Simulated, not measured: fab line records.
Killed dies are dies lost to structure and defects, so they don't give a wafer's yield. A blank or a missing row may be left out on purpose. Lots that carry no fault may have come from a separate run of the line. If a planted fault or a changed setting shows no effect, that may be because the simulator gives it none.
What tool caused it? ; flow gf180mcu ; 18 wafers from 6 lots sampled at 2 of the route's 602 steps

## WHAT THE GAUGES SHOWED, per wafer
GF_VT_IMPLANT_OVL_MEAS_18.
lot;measured;on;VT_IMPLANT_01_OVL (nm)
L827;day 6 14:37;overlay-01;-0.9 0.5 -0.4
L830;day 7 06:50;overlay-01;-0.7 -1.9 -2.4
L833;day 8 04:19;overlay-02;1.4 1.6 0.2
L837;day 9 03:52;overlay-01;- - -
L845;day 11 06:28;overlay-01;0.1 -0.9 -1.3
L848;day 12 09:19;overlay-02;2.4 1.3 0.9

## WHICH TOOL RAN EACH LOT (tool, then ch and the chambers of the sampled wafers, then the start)
lot;GF_VT_IMPLANT_EXPOSE_15
L827;iline-stepper-02 ch 0, day 6 07:00
L830;iline-stepper-01 ch 0, day 7 00:04
L833;iline-stepper-01 ch 0, day 7 20:30
L837;iline-stepper-02 ch 0, day 8 19:51
L845;iline-stepper-01 ch 0, day 10 21:33
L848;iline-stepper-02 ch 0, day 12 00:21
- GF_VT_IMPLANT_EXPOSE_15: exposes mask Nwell LV AREA, target cd 860 nm.

## THE ANSWER, worked out from the rows above alone
Rule: the lots themselves supply what counts as usual. The widest of any qualifying gaps counts: lots, ordered by their means at a reading, are off when they make up no more than a third of the lots, leave a main group of 4 or more, and stand apart from it by 3 or more times the standard deviation of that group's means. Not used: any main group whose means are identical at the precision the tables above print for the reading. A lot without any number at a reading at which 4 lots or more have one is off too. Any other lot the step has rows for is counted as sound.
Off: L837, at GF_VT_IMPLANT_OVL_MEAS_18 (VT_IMPLANT_01_OVL). Without a number there: L837. Main group: mean -0.0 nm, sd 1.2.
A tool fits if, at a process step before that reading, it ran every lot that is off, and no sound lot after the first of them. Gauges at GF_VT_IMPLANT_OVL_MEAS_18: tried the same way as those tools. None of those tried fits.

## WHAT THE SIMULATOR HAD PUT IN
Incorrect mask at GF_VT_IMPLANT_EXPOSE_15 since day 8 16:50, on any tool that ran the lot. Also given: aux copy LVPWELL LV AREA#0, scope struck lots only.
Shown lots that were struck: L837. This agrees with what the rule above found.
